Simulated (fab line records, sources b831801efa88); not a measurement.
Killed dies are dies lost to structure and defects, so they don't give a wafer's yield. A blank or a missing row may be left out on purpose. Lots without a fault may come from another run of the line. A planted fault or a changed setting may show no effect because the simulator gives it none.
fab line records | flow sky130 | part 1 of 2: steps 1 to 24 of 36
record lots=5 wafers=15 last_day=49
route steps=708 shown FIELD_ISO@14 NWELL@32 DNWELL@35 PWDE@45
lots that met no fault: from a run of the same line without faults
start_h: hours from the record's first day to the start of the lot's first wafer shown | wait_h: hours since the lot's step before | " the same as in the row above | L1.1+2: a row that stands for several wafers | - no value, or no start given | * or withheld: withheld | < > ~ a bound
route shown NAME@n: a module of which the file shows steps, and the number in the route of the first | usual: mean/standard deviation of fault-free wafers | same: alike in all rows | chamber/n: place in a boat | sites: the reading at each site | _std_site: their standard deviation | _edge_site: outer sites' mean less inner sites' | radius_mm: how far each site lies from the wafer's centre | mask NAME#n: copy n | behind: the tool/chamber that last shaped the wafer | hold: why the lot was held/for how many hours/how that ended | device: the transistor (n, p or np) that didn't switch | end of line: the same wafers' tests at the end of the route | a step without rows: its recipe alone | killed: dies lost to structure and defects at the first sort, not the wafer's yield | map: a wafer's dies, x killed, . not, _ none there
set.NAME: the setting as run; set.NAME@STEP: as run at that earlier step | model.NAME: the simulator's own value behind a step, which no gauge read
lots at some steps of the route; a table a step, a row a wafer
services: from which hour (start_h, from the record's first day; less than 0 if before it) a tool's chamber was out of use, for how many hours, and why
## steps
# step SKY_FIELD_ISO_CD_MEAS_13
# recipe target_cd_nm=150
# usual cd_nm=150.5/1.6
# columns lot.wafer tool chamber start_h wait_h cd_nm
L076.2 cd_sem-02 - 39.86 - 149.9
L076.4 " - " " 151.0
L076.6 " - " " 151.1
L077.2 cd_sem-01 - 46.41 - 152.5
L077.3 " - " " 151.4
L077.6 " - " " 151.3
L082.2 cd_sem-01 - 72.23 - 148.4
L082.4 " - " " 148.7
L082.6 " - " " 148.6
L084.2 cd_sem-01 - 79.51 - 150.9
L084.4 " - " " 150.7
L084.6 " - " " 151.4
L093.1 cd_sem-01 - 130.74 - 150.3
L093.4 " - " " 149.6
L093.6 " - " " 151.8
# step SKY_FIELD_ISO_ETCH_14
# recipe chemistry=N2/H2 target=BARC ion_energy_ev=200 source_w=500 bias_w=100 pressure_mtorr=30 n2_flow_sccm=100 h2_flow_sccm=200 stop_on=SiO2 time_s=45.9 target_depth_a=600
# usual drypump_motor_current_A=5.78/0.29 oes_product_au=0.854/0.0051 throttle_valve_pct=13.224/0.0088
# columns lot.wafer tool chamber start_h wait_h drypump_motor_current_A oes_product_au rf_hours_counter_h throttle_valve_pct
L076.2 rie_diel-02 2 39.96 0.1 6.14 0.853 133 13.231
L076.4 " 3 " " 6.04 0.862 - 13.230
L076.6 " 2 " " 6.11 0.850 - 13.229
L077.2 rie_diel-03 1 46.51 0.1 5.57 0.852 84 13.231
L077.3 " 0 " " 5.99 0.854 113 13.216
L077.6 " 2 " " 5.37 0.870 - 13.221
L082.2 rie_diel-02 0 72.33 0.1 5.44 0.853 93 13.245
L082.4 " 2 " " 6.18 0.854 133 13.238
L082.6 " 0 " " 5.47 0.854 - 13.224
L084.2 rie_diel-02 2 79.61 0.1 6.16 0.852 133 13.224
L084.4 " 3 " " 6.04 0.855 5 13.234
L084.6 " 2 " " 6.15 0.849 - 13.242
L093.1 rie_diel-02 3 130.86 0.1 6.03 0.854 6 13.219
L093.4 " 2 " " 6.18 0.858 134 13.234
L093.6 " 3 " " 6.05 0.857 - 13.224
# step SKY_FIELD_ISO_ETCH_15
# recipe chemistry=CHF3/O2 target_depth_nm=180 stop_on=Si source_w=600 bias_w=200 pressure_mtorr=40 chf3_flow_sccm=50 O2_flow_sccm=5 time_s=72
# usual drypump_motor_current_A=5.77/0.29 oes_product_au=0.952/0.0068 throttle_valve_pct=8.845/0.009
# columns lot.wafer tool chamber start_h wait_h drypump_motor_current_A oes_product_au rf_hours_counter_h throttle_valve_pct
L076.2 rie_diel-02 2 40.00 0.0 6.18 0.938 133 8.841
L076.4 " 3 " " 6.06 0.954 - 8.828
L076.6 " 2 " " 6.16 0.941 - 8.837
L077.2 rie_diel-03 1 46.55 0.0 5.56 0.959 84 8.854
L077.3 " 0 " " 5.96 0.959 113 8.862
L077.6 " 2 " " 5.31 0.946 - 8.844
L082.2 rie_diel-02 0 72.37 0.0 5.47 0.955 93 8.846
L082.4 " 2 " " 6.15 0.947 133 8.844
L082.6 " 0 " " 5.46 0.953 - 8.844
L084.2 rie_diel-02 2 79.65 0.0 6.17 0.944 134 8.850
L084.4 " 3 " " 6.02 0.942 5 8.853
L084.6 " 2 " " 6.20 0.953 - 8.836
L093.1 rie_diel-02 3 130.90 0.0 6.03 0.950 6 8.835
L093.4 " 2 " " 6.08 0.951 135 8.842
L093.6 " 3 " " 6.03 0.954 - 8.844
# step SKY_FIELD_ISO_STRIP_16
# recipe chemistry=O2/N2 power_w=1400 pressure_mtorr=1500 platen_temp_c=withheld o2_flow_sccm=3000 n2_flow_sccm=300 overash_fraction=0.5
# usual drypump_motor_current_A=5.5/0.41 oes_product_au=0.378/0.0044 strip_time_to_endpoint_s=3.550/0.029
# columns lot.wafer tool chamber start_h wait_h drypump_motor_current_A oes_product_au rf_hours_counter_h strip_time_to_endpoint_s
L076.2 plasma_asher-03 1 40.06 0.0 5.0 0.371 32 3.520
L076.4 " 0 " " 6.5 0.380 - 3.530
L076.6 " 1 " " 5.0 0.375 - 3.553
L077.2 plasma_asher-04 0 46.60 0.0 5.1 0.380 40 3.545
L077.3 " 0 " " 5.1 0.383 - 3.507
L077.6 " 1 " " 5.7 0.377 - 3.581
L082.2 plasma_asher-04 1 72.43 0.0 5.7 0.386 42 3.586
L082.4 " 1 " " 5.8 0.383 - 3.591
L082.6 " 1 " " 5.7 0.380 - 3.568
L084.2 plasma_asher-02 1 79.71 0.0 5.5 0.381 27 3.553
L084.4 " 0 " " 5.7 0.376 - 3.569
L084.6 " 1 " " 5.5 0.375 - 3.569
L093.1 plasma_asher-02 1 130.96 0.0 5.5 0.380 31 3.539
L093.4 " 0 " " 5.7 0.376 - 3.534
L093.6 " 1 " " 5.4 0.386 - 3.534
# step SKY_FIELD_ISO_ETCH_17
# recipe target_depth_a=3420 mask_material=Si3N4 chemistry=HBr/Cl2/O2 target=Si taper_deg=5 icp_w=600 bias_w=150 pressure_mtorr=15 HBr_flow_sccm=150 Cl2_flow_sccm=40 O2_flow_sccm=6 time_s=97.7
# usual drypump_motor_current_A=5.4/0.44 oes_product_au=0.996/0.0097 throttle_valve_pct=25.660/0.01
# columns lot.wafer tool chamber start_h wait_h drypump_motor_current_A oes_product_au rf_hours_counter_h throttle_valve_pct
L076.2 rie_si-01 1 40.16 0.1 5.1 1.007 46 25.658
L076.4 " 2 " " 5.8 0.989 147 25.662
L076.6 " 1 " " 5.1 0.999 - 25.657
L077.2 rie_si-02 0 46.70 0.1 5.5 0.969 98 25.679
L077.3 " 1 " " 6.2 0.999 129 25.659
L077.6 " 0 " " 5.5 0.965 - 25.669
L082.2 rie_si-02 3 72.53 0.1 5.8 1.009 3 25.658
L082.4 " 1 " " 6.2 1.001 129 25.662
L082.6 " 3 " " 5.8 0.996 - 25.657
L084.2 rie_si-02 2 79.81 0.1 5.3 1.005 73 25.647
L084.4 " 1 " " 6.2 1.004 129 25.652
L084.6 " 3 " " 5.8 1.001 - 25.661
L093.1 rie_si-01 1 131.06 0.1 5.1 1.006 47 25.673
L093.4 " 2 " " 5.8 1.000 0 25.652
L093.6 " 2 " " 5.8 1.001 - 25.655
# step SKY_FIELD_ISO_WET_ETCH_18
# recipe chemistry=H3PO4 target_depth_nm=25 temp_c=160 target=Si3N4 time_s=286
# usual temp_c=160.00/0.15
# columns lot.wafer tool chamber start_h wait_h temp_c
L076.2 wet_bench-03 0 40.23 0.0 160.31
L076.4 " 0 " " 160.37
L076.6 " 0 " " 160.28
L077.2 wet_bench-03 1 46.78 0.0 159.89
L077.3 " 1 " " 160.16
L077.6 " 1 " " 159.94
L082.2 wet_bench-03 2 72.60 0.0 160.11
L082.4 " 2 " " 159.96
L082.6 " 2 " " 160.05
L084.2 wet_bench-04 1 79.88 0.0 159.99
L084.4 " 1 " " 160.32
L084.6 " 1 " " 159.97
L093.1 wet_bench-03 2 131.13 0.0 160.08
L093.4 " 2 " " 160.01
L093.6 " 2 " " 159.97
# step SKY_FIELD_ISO_CLEAN_19
# recipe chemistry=SC1/SC2 mix=1:4:20 temp_c=70 time_s=150
# usual temp_c=70.02/0.12
# columns lot.wafer tool chamber start_h wait_h temp_c
L076.2 wet_bench-02 0 40.32 0.0 70.10
L076.4 " 0 " " 70.30
L076.6 " 0 " " 69.97
L077.2 wet_bench-04 2 46.86 0.0 70.14
L077.3 " 2 " " 69.86
L077.6 " 2 " " 69.97
L082.2 wet_bench-02 1 72.69 0.0 69.81
L082.4 " 1 " " 70.16
L082.6 " 1 " " 69.98
L084.2 wet_bench-03 3 80.05 0.0 70.05
L084.4 " 3 " " 69.93
L084.6 " 3 " " 70.03
L093.1 wet_bench-03 0 131.22 0.0 69.99
L093.4 " 0 " " 70.00
L093.6 " 0 " " 69.83
# step SKY_FIELD_ISO_CLEAN_20
# recipe chemistry=dHF time_s=20 dilution=100:1
# columns lot.wafer tool chamber start_h wait_h
L076.2+4+6 wet_bench-04 2 40.42 0.0
L077.2+3+6 wet_bench-03 2 46.91 0.0
L082.2+4+6 wet_bench-03 0 72.74 0.0
L084.2+4+6 wet_bench-04 3 80.10 0.0
L093.1+4+6 wet_bench-04 1 131.28 0.0
# step SKY_FIELD_ISO_WET_ETCH_21
# recipe chemistry=dHF dilution=100:1 target_depth_nm=20 dry=ipa_marangoni target=SiO2 temp_c=25 time_s=400
# usual temp_c=25.02/0.1
# columns lot.wafer tool chamber start_h wait_h temp_c
L076.2 wet_bench-03 0 40.43 0.0 25.14
L076.4 " 0 " " 25.06
L076.6 " 0 " " 25.22
L077.2 wet_bench-04 0 46.93 0.0 25.13
L077.3 " 0 " " 24.97
L077.6 " 0 " " 25.00
L082.2 wet_bench-02 2 72.76 0.0 25.06
L082.4 " 2 " " 25.01
L082.6 " 2 " " 25.15
L084.2 wet_bench-03 1 80.13 0.0 25.16
L084.4 " 1 " " 25.16
L084.6 " 1 " " 25.01
L093.1 wet_bench-03 2 131.29 0.0 24.88
L093.4 " 2 " " 24.88
L093.6 " 2 " " 24.87
# step SKY_FIELD_ISO_OXIDATION_22
# recipe temp_c=950 ambient=O2 stabilise_s=600 purge_s=300 target_thk_a=100 ox_time_s=623
# usual tube_center_temp_C_max=952.5/0.42 zone_power_bottom_pct=32/3.2
# columns lot.wafer tool chamber start_h wait_h tube_center_temp_C_max zone_power_bottom_pct
L076.2 furnace-02 0 42.77 2.2 953.3 35
L076.4 " 0 " " 952.0 35
L076.6 " 0 " " 952.1 34
L077.2 furnace-02 0 48.53 1.5 952.3 35
L077.3 " 0 " " 953.1 34
L077.6 " 0 " " 952.5 34
L082.2 furnace-02 0 73.87 1.0 952.2 35
L082.4 " 0 " " 952.4 35
L082.6 " 0 " " 952.3 34
L084.2 furnace-02 0 80.92 0.7 952.9 34
L084.4 " 0 " " 953.3 35
L084.6 " 0 " " 952.8 34
L093.1 furnace-02 0 132.27 0.8 952.4 35
L093.4 " 0 " " 952.3 35
L093.6 " 0 " " 951.6 35
# step SKY_FIELD_ISO_THK_MEAS_23
# recipe reads=SiO2_of_FIELD_ISO_OXIDATION_22
# usual FIELD_ISO_OXIDATION_01_THK=10.01/0.22
# columns lot.wafer tool chamber start_h wait_h FIELD_ISO_OXIDATION_01_THK[nm]
L076.2 film_metro-01 - 43.96 0.0 9.65
L076.4 " - " " 9.66
L076.6 " - " " 9.74
L077.2 film_metro-02 - 49.71 0.0 10.01
L077.3 " - " " 10.10
L077.6 " - " " 10.14
L082.2 film_metro-01 - 75.05 0.0 10.26
L082.4 " - " " 10.22
L082.6 " - " " 10.10
L084.2 film_metro-01 - 82.11 0.0 9.89
L084.4 " - " " 10.03
L084.6 " - " " 9.89
L093.1 film_metro-01 - 133.44 0.0 10.07
L093.4 " - " " 10.27
L093.6 " - " " 10.17
# step SKY_FIELD_ISO_CVD_24
# recipe material=SiO2 target_thk_nm=595 temp_c=650 sigma_open_frac=0.3 time_s=99.2 sih4_flow_sccm=60 pressure_mtorr=6
# columns lot.wafer tool chamber start_h wait_h
L076.2+4+6 hdpcvd-02 1,1,0 44.01 0.0
L077.2+3+6 hdpcvd-02 2,0,2 49.76 0.0
L082.2+4+6 hdpcvd-01 0,1,2 75.10 0.0
L084.2+4+6 hdpcvd-02 2,2,0 82.16 0.0
L093.1+4+6 hdpcvd-02 0,0,2 133.50 0.1
# step SKY_FIELD_ISO_THK_MEAS_25
# recipe reads=SiO2_of_FIELD_ISO_CVD_24
# usual FIELD_ISO_CVD_24_THK=597/6.8
# columns lot.wafer tool chamber start_h wait_h FIELD_ISO_CVD_24_THK[nm]
L076.2 film_metro-02 - 44.09 0.0 583
L076.4 " - " " 587
L076.6 " - " " 595
L077.2 film_metro-03 - 49.85 0.0 596
L077.3 " - " " 592
L077.6 " - " " 593
L082.2 film_metro-01 - 75.19 0.0 584
L082.4 " - " " 592
L082.6 " - " " 598
L084.2 film_metro-01 - 82.24 0.0 601
L084.4 " - " " 596
L084.6 " - " " 600
L093.1 film_metro-03 - 133.57 0.0 588
L093.4 " - " " 587
L093.6 " - " " 596
# step SKY_FIELD_ISO_ANNEAL_26
# recipe temp_c=1000 time_s=1800 ambient=N2
# usual tube_center_temp_C_max=1002.6/0.46 zone_power_bottom_pct=36/3.6
# columns lot.wafer tool chamber start_h wait_h tube_center_temp_C_max zone_power_bottom_pct
L076.2 furnace-01 0 44.14 0.0 1002.0 31
L076.4 " 0 " " 1002.8 31
L076.6 " 0 " " 1003.0 32
L077.2 furnace-02 0 49.90 0.0 1002.8 38
L077.3 " 0 " " 1002.6 39
L077.6 " 0 " " 1002.8 39
L082.2 furnace-02 0 76.58 1.4 1002.7 39
L082.4 " 0 " " 1002.8 38
L082.6 " 0 " " 1002.6 39
L084.2 furnace-01 0 83.26 1.0 1002.3 31
L084.4 " 0 " " 1002.8 31
L084.6 " 0 " " 1002.8 31
L093.1 furnace-02 0 133.63 0.1 1004.4 38
L093.4 " 0 " " 1002.6 38
L093.6 " 0 " " 1003.4 38
# step SKY_FIELD_ISO_CMP_27
# recipe stop_on=Si3N4 t_overpolish_s=16 down_force_psi=4 platen_rpm=60 target_thk_nm=457.8 pad_velocity_m_s=0.94248
# usual motor_current_A=11.5/0.88 overpolish_run_s=15.999/0.0088 time_to_endpoint_s=114/3.9
# columns lot.wafer tool chamber start_h wait_h motor_current_A overpolish_run_s time_to_endpoint_s
L076.2 cmp-01 0 45.64 0.0 11.9 15.984 108
L076.4 " 2 " " 12.0 15.989 105
L076.6 " 0 " " 11.7 16.005 110
L077.3 cmp-01 2 51.50 0.1 12.8 16.004 110
L077.2 " 3 " " 12.8 15.994 117
L077.6 " 1 " " 11.3 16.003 113
L082.2 cmp-02 3 78.13 0.1 11.6 16.014 120
L082.4 " 1 " " 11.5 16.010 113
L082.6 " 2 " " 9.5 15.996 121
L084.4 cmp-02 2 84.86 0.1 9.6 15.997 114
L084.2 " 3 " " 11.2 16.000 115
L084.6 " 0 " " 10.4 16.005 121
L093.1 cmp-01 3 135.23 0.1 12.7 15.998 112
L093.4 " 0 " " 11.7 16.003 115
L093.6 " 2 " " 12.2 15.990 114
# step SKY_FIELD_ISO_WET_ETCH_28
# recipe chemistry=dHF target_depth_nm=23.7 target=SiO2 dilution=10:1 temp_c=25 time_s=47
# usual temp_c=25.01/0.11
# columns lot.wafer tool chamber start_h wait_h temp_c
L076.2 wet_bench-03 2 45.94 0.2 25.15
L076.4 " 2 " " 24.94
L076.6 " 2 " " 24.99
L077.2 wet_bench-02 1 51.70 0.1 25.03
L077.3 " 1 " " 25.29
L077.6 " 1 " " 25.12
L082.2 wet_bench-04 1 78.38 0.2 25.34
L082.4 " 1 " " 25.14
L082.6 " 1 " " 25.16
L084.2 wet_bench-03 1 85.06 0.1 24.95
L084.4 " 1 " " 24.90
L084.6 " 1 " " 24.95
L093.1 wet_bench-04 1 135.43 0.1 25.06
L093.4 " 1 " " 24.98
L093.6 " 1 " " 25.00
# step SKY_FIELD_ISO_WET_ETCH_29
# recipe chemistry=H3PO4 target_depth_nm=160 target=Si3N4 temp_c=160 time_s=1825
# usual temp_c=159.98/0.15
# columns lot.wafer tool chamber start_h wait_h temp_c
L076.2 wet_bench-02 1 45.96 0.0 160.09
L076.4 " 1 " " 160.10
L076.6 " 1 " " 160.17
L077.2 wet_bench-04 1 51.74 0.0 159.87
L077.3 " 1 " " 159.90
L077.6 " 1 " " 159.93
L082.2 wet_bench-03 3 78.42 0.0 159.82
L082.4 " 3 " " 159.94
L082.6 " 3 " " 159.48
L084.2 wet_bench-02 0 85.08 0.0 159.99
L084.4 " 0 " " 159.83
L084.6 " 0 " " 159.76
L093.1 wet_bench-04 1 135.45 0.0 160.05
L093.4 " 1 " " 160.08
L093.6 " 1 " " 159.91
# step SKY_FIELD_ISO_WET_ETCH_30
# recipe chemistry=dHF target_depth_nm=25 target=SiO2 dilution=10:1 temp_c=25 time_s=50
# usual temp_c=24.97/0.1
# columns lot.wafer tool chamber start_h wait_h temp_c
L076.2 wet_bench-03 3 46.99 0.0 24.91
L076.4 " 3 " " 24.93
L076.6 " 3 " " 24.97
L077.2 wet_bench-03 3 52.30 0.0 24.96
L077.3 " 3 " " 24.97
L077.6 " 3 " " 24.84
L082.2 wet_bench-02 1 78.93 0.0 24.94
L082.4 " 1 " " 25.13
L082.6 " 1 " " 24.90
L084.2 wet_bench-04 0 85.64 0.0 24.99
L084.4 " 0 " " 24.78
L084.6 " 0 " " 24.92
L093.1 wet_bench-03 3 135.97 0.0 25.08
L093.4 " 3 " " 24.99
L093.6 " 3 " " 25.01
# step SKY_NWELL_CLEAN_00
# recipe chemistry=SC1/SC2 mix=1:4:20 temp_c=70 time_s=150 dry=n2_spin
# usual temp_c=70.01/0.11
# columns lot.wafer tool chamber start_h wait_h temp_c
L076.2 wet_bench-02 3 47.01 0.0 69.97
L076.4 " 3 " " 70.10
L076.6 " 3 " " 70.03
L077.2 wet_bench-02 2 52.32 0.0 70.06
L077.3 " 2 " " 70.06
L077.6 " 2 " " 70.16
L082.2 wet_bench-03 0 78.96 0.0 70.01
L082.4 " 0 " " 69.74
L082.6 " 0 " " 69.80
L084.2 wet_bench-03 3 85.67 0.0 70.02
L084.4 " 3 " " 69.98
L084.6 " 3 " " 69.90
L093.1 wet_bench-04 3 135.99 0.0 70.17
L093.4 " 3 " " 70.02
L093.6 " 3 " " 70.05
# step SKY_NWELL_OXIDATION_01
# recipe temp_c=900 ambient=O2 stabilise_s=600 purge_s=300 target_thk_a=100 ox_time_s=1418
# usual tube_center_temp_C_max=902.3/0.38 zone_power_bottom_pct=27.4/2.9
# columns lot.wafer tool chamber start_h wait_h tube_center_temp_C_max zone_power_bottom_pct
L076.2 furnace-01 0 48.58 1.5 902.0 25.1
L076.4 " 0 " " 902.6 24.4
L076.6 " 0 " " 901.7 24.1
L077.2 furnace-01 0 52.42 0.0 902.2 25.0
L077.3 " 0 " " 901.9 24.9
L077.6 " 0 " " 902.0 24.7
L082.2 furnace-01 0 79.01 0.0 901.4 24.8
L082.4 " 0 " " 902.8 24.8
L082.6 " 0 " " 902.7 24.8
L084.2 furnace-02 0 86.63 0.9 902.4 30.8
L084.4 " 0 " " 902.2 30.3
L084.6 " 0 " " 902.7 30.2
L093.1 furnace-02 0 136.64 0.6 902.0 30.6
L093.4 " 0 " " 902.8 30.6
L093.6 " 0 " " 902.5 30.6
# step SKY_NWELL_THK_MEAS_02
# recipe reads=SiO2_of_NWELL_OXIDATION_01
# usual NWELL_OXIDATION_THK=10.16/0.23
# columns lot.wafer tool chamber start_h wait_h NWELL_OXIDATION_THK[nm]
L076.2 film_metro-02 - 49.98 0.0 9.86
L076.4 " - " " 9.78
L076.6 " - " " 9.85
L077.2 film_metro-03 - 53.83 0.0 10.45
L077.3 " - " " 10.52
L077.6 " - " " 10.41
L082.2 film_metro-02 - 80.41 0.0 9.86
L082.4 " - " " 9.98
L082.6 " - " " 9.92
L084.2 film_metro-02 - 88.04 0.0 10.31
L084.4 " - " " 10.39
L084.6 " - " " 10.35
L093.1 film_metro-04 - 138.04 0.0 10.04
L093.4 " - " " 10.20
L093.6 " - " " 10.26
# step SKY_DNWELL_DEHYDRATE_00
# recipe temp_c=200 time_s=60
# usual heater_power_total_W=160.36/0.13
# columns lot.wafer tool chamber start_h wait_h heater_power_total_W
L076.2 litho_track-01 0 57.22 7.2 160.51
L076.4 " 0 " " 160.46
L076.6 " 0 " " 160.31
L077.2 litho_track-04 0 61.44 7.6 160.39
L077.3 " 0 " " 160.35
L077.6 " 0 " " 160.45
L082.2 litho_track-01 0 87.42 7.0 160.60
L082.4 " 0 " " 160.37
L082.6 " 0 " " 160.28
L084.2 litho_track-03 0 96.86 8.8 160.38
L084.4 " 0 " " 160.41
L084.6 " 0 " " 160.32
L093.1 litho_track-04 0 147.01 9.0 160.30
L093.4 " 0 " " 160.27
L093.6 " 0 " " 160.24
# step SKY_DNWELL_HMDS_01
# recipe prime_time_s=60 prime_temp_c=120
# columns lot.wafer tool chamber start_h wait_h
L076.2+4+6 litho_track-01 0 57.37 0.1
L077.2+3+6 litho_track-04 0 61.59 0.1
L082.2+4+6 litho_track-01 0 87.57 0.1
L084.2+4+6 litho_track-03 0 97.01 0.1
L093.1+4+6 litho_track-04 0 147.16 0.1
# step SKY_DNWELL_COAT_02
# recipe spin_rpm=2000 resist_thk_nm=3000
# columns lot.wafer tool chamber start_h wait_h
L076.2+4+6 litho_track-01 0 57.52 0.1
L077.2+3+6 litho_track-04 0 61.74 0.1
L082.2+4+6 litho_track-01 0 87.72 0.1
L084.2+4+6 litho_track-03 0 97.16 0.1
L093.1+4+6 litho_track-04 0 147.31 0.1
